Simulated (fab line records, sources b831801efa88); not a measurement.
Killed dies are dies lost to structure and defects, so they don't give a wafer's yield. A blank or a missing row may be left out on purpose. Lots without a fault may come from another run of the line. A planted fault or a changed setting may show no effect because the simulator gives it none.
Which tool did it? | flow sky130 | 6 lots, 18 wafers sampled, at 2 steps of a route of 708

WHAT THE GAUGES READ, wafer by wafer
SKY_CAPM_RS_MEAS_03: measures by four-point-probe.
lot  | measured     | on            | CAPM_TIN_RS (ohm/sq)
L771 | day 36 07:12 | film_metro-04 | 6.90 6.92 6.95
L775 | day 37 15:36 | film_metro-02 | 6.75 6.77 6.79
L780 | day 39 01:04 | film_metro-02 | 6.92 7.07 6.95
L788 | day 41 06:49 | film_metro-01 | 6.90 6.94 6.97
L792 | day 42 22:53 | film_metro-01 | 6.86 6.92 6.97
L793 | day 43 12:49 | film_metro-02 | 6.84 6.87 6.82

WHICH TOOL RAN EACH LOT (tool, then ch and the chambers of the sampled wafers, then the start)
lot  | SKY_VT_ADJUST_HVTP_STRIP_10
L771 | plasma_asher-04 ch 0,1, day 6 06:07
L775 | plasma_asher-01 ch 0,1, day 7 09:04
L780 | plasma_asher-01 ch 0,1, day 8 08:55
L788 | plasma_asher-03 ch 0,1, day 10 10:37
L792 | plasma_asher-04 ch 0,1, day 12 01:19
L793 | plasma_asher-03 ch 0,1, day 12 14:06
- SKY_VT_ADJUST_HVTP_STRIP_10: strips in O2/N2.

THE ANSWER, worked out from the rows above alone
Rule: what is usual is taken from the lots themselves. Put in order of their means at a reading, lots are off if they are a third of the lots or fewer, leave a main group of 4 or more, and stand apart from it by a gap of 3 or more times the standard deviation of the main group's means; of several such gaps the widest counts. A main group whose means are all the same, to the digits that the tables above print for the reading, isn't used. A lot without any number at a reading at which 4 lots or more have one is off too. The other lots that the step has rows for count as sound.
No lot is off at any reading shown: from this, nothing can be told.

WHAT THE SIMULATOR HAD PUT IN
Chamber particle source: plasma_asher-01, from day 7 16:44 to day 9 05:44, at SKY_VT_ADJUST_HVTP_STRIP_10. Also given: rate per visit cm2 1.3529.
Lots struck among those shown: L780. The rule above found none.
